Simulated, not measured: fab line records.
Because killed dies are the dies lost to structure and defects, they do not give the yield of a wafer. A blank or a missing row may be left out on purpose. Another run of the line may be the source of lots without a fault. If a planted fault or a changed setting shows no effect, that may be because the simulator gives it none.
Which tool was responsible? / flow sky130 / 18 wafers from 6 lots sampled at 2 of the route's 708 steps

== WHAT THE GAUGES SHOWED, per wafer ==
SKY_LI_CONTACT_RS_MEAS_22: measures by four-point-probe.
lot=L111; measured=day 29 21:54; on=film-metro-02; LI_CONTACT_W_RS (ohm/sq)=0.2781 0.2805 0.2789
lot=L115; measured=day 31 05:01; on=film-metro-02; LI_CONTACT_W_RS (ohm/sq)=0.3233 0.3195 0.3237
lot=L123; measured=day 34 06:04; on=film-metro-02; LI_CONTACT_W_RS (ohm/sq)=0.2863 0.2867 0.2838
lot=L127; measured=day 35 03:42; on=film-metro-02; LI_CONTACT_W_RS (ohm/sq)=0.2862 0.2807 0.2816
lot=L129; measured=day 35 12:07; on=film-metro-03; LI_CONTACT_W_RS (ohm/sq)=0.2829 0.2810 0.2839
lot=L132; measured=day 36 10:44; on=film-metro-04; LI_CONTACT_W_RS (ohm/sq)=0.2884 0.2883 0.2858

== EACH LOT AND THE TOOL THAT RAN IT (in order: tool; ch and the chambers of the sampled wafers; start) ==
lot=L111; SKY_LI_CONTACT_CVD_21=cvd-w-02 ch 0,1, day 29 21:46
lot=L115; SKY_LI_CONTACT_CVD_21=cvd-w-02 ch 0,1, day 31 04:52
lot=L123; SKY_LI_CONTACT_CVD_21=cvd-w-02 ch 1, day 34 05:55
lot=L127; SKY_LI_CONTACT_CVD_21=cvd-w-02 ch 0,1, day 35 03:35
lot=L129; SKY_LI_CONTACT_CVD_21=cvd-w-02 ch 0,1, day 35 12:00
lot=L132; SKY_LI_CONTACT_CVD_21=cvd-w-01 ch 0,1, day 36 10:35
- SKY_LI_CONTACT_CVD_21: deposits W, target thk 400 nm, time 120.56 s.

== THE ANSWER, worked out from the rows above alone ==
Rule: usual is defined by the lots themselves. Put in order of their means at a reading, lots are off if they are a third of the lots or fewer, leave a main group of 4 or more, and stand apart from it by a gap of 3 or more times the standard deviation of the main group's means; of several such gaps the widest counts. Not used: any main group whose means are identical at the precision the tables above print for the reading. Also off: a lot with no number at a reading for which 4 or more lots have one. The other lots that the step has rows for count as sound.
Off: L115, seen at SKY_LI_CONTACT_RS_MEAS_22 (LI_CONTACT_W_RS). The main group: mean 0.2835 ohm/sq, standard deviation 0.0028.
If a tool, at a process step before that reading, ran all the lots that are off and no sound lot after the first of them, it fits. Gauges at SKY_LI_CONTACT_RS_MEAS_22: tried the same way as those tools. Of those tried, none fits.

== WHAT THE SIMULATOR HAD INSERTED ==
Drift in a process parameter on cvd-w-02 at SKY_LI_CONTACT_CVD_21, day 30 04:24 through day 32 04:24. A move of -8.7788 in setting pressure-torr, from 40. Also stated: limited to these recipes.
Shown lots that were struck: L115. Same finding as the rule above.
